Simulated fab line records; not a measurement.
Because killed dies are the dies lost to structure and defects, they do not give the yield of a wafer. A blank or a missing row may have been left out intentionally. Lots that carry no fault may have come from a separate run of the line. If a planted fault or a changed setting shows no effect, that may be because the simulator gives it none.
Struck lot and sound lot, side by side -- flow gf180mcu -- 15 out of 602 route steps
Sound: these wafers, L876.1, L876.2, L876.4. Struck: wafers L888.2, L888.3 (left out: L888.6, a lot-mate that was not struck); the cause follows at the end.
Order at every step that has rows: each side's tool, ch and its chambers, its first start. Under that, the readings that differ: sound wafers -- struck wafers -- difference of the means -- sigmas: that difference in standard deviations of wafers without a fault.
alike: readings with means less than 2 such deviations apart, plus words and numbers identical on both sides. not compared: withheld readings, readings lacking a value on some wafer, bounds such as >300 that could conceal the same value, and numbers that have no deviation in the record and whose values overlap.
The two part at a step that has a row with sigmas, a row that says differs or no value, or rows on one side only. When numbers do not overlap yet have no deviation, they are printed without sigmas and do not part them. A reading that every wafer of one side lacks parts them only if that side has two wafers or more.

GF_M4_SPUTTER_04: material TiN, target thk 50 nm, time 41.7 s.
  sound: pvd-sputter-01 at day 22 15:10; struck: pvd-sputter-03 at day 26 09:51
  alike: throttle-valve-pct
GF_M4_RS_MEAS_05: measures by four-point-probe.
  sound: film-metro-01 at day 22 15:12; struck: film-metro-04 at day 26 09:55
  alike: M4_ALCU_RS
GF_M4_THK_MEAS_06: measures by xrf.
  sound: film-metro-01 at day 22 15:19; struck: film-metro-04 at day 26 10:01
reading,sound,struck,difference,sigmas
M4_ALCU_THK (nm),441 439 438,454 451,+13,+2
then, 7 steps without rows for these wafers: GF_M4_DEHYDRATE_07 (time 60 s); GF_M4_HMDS_08 (prime time 60 s); GF_M4_COAT_09 (resist thk 1000 nm); GF_M4_SOFTBAKE_10 (time 60 s); GF_M4_EXPOSE_11 (exposes mask Metal4, target cd 280 nm); GF_M4_PEB_12 (peb time 90 s); GF_M4_DEVELOP_13 (develop time 60 s).
GF_M4_CD_MEAS_14: target cd 280 nm.
  sound: cd-sem-02 at day 23 13:23; struck: cd-sem-02 at day 27 06:28
  alike: cd-nm
GF_M4_OVL_MEAS_15:
  sound: overlay-01 at day 23 13:30; struck: overlay-01 at day 27 06:35
  alike: M4_OVL
GF_M4_METAL_ETCH_16: etches the open film in Cl2/BCl3, stops on SiO2, target depth 750.8 nm, time 125.1 s.
  sound on rie-metal-01 ch 1, day 23 13:32; struck on rie-metal-02 ch 0, day 27 06:37
reading,sound,struck,difference,sigmas
oes-product-au (a.u.),0.989 0.988 0.998,0.846 0.858,-0.140,-25
throttle-valve-pct (%),28.244 28.228 28.245,28.392 28.372,+0.143,+16
model.KrF_of_M4_COAT_09.thk-nm (nm),683.2 685.1 683.4,758.3 757.4,+73.9,
  alike: drypump-motor-current-A, mfc-cl2-sccm, rf-fwd-power-W
  not compared: rf-hours-counter-h
GF_M4_STRIP_17: strips in O2/N2.
  sound on plasma-asher-03 ch 0,1, day 23 13:48; struck on plasma-asher-01 ch 0,1, day 27 06:44
reading,sound,struck,difference,sigmas
oes-product-au (a.u.),0.535 0.544 0.540,0.568 0.571,+0.030,+6
strip-time-to-endpoint-s (s),7.38 7.39 7.36,8.10 8.09,+0.72,+15
  alike: drypump-motor-current-A, heater-power-w
  not compared: rf-hours-counter-h
then, 1 step without rows for these wafers: GF_M4_STRIP_18 (strips in post etch residue remover, time 1200 s).

== WHERE THEY PART ==
First at GF_M4_THK_MEAS_06; last, within this record, at GF_M4_STRIP_17.

WHY: whatever the simulator had introduced
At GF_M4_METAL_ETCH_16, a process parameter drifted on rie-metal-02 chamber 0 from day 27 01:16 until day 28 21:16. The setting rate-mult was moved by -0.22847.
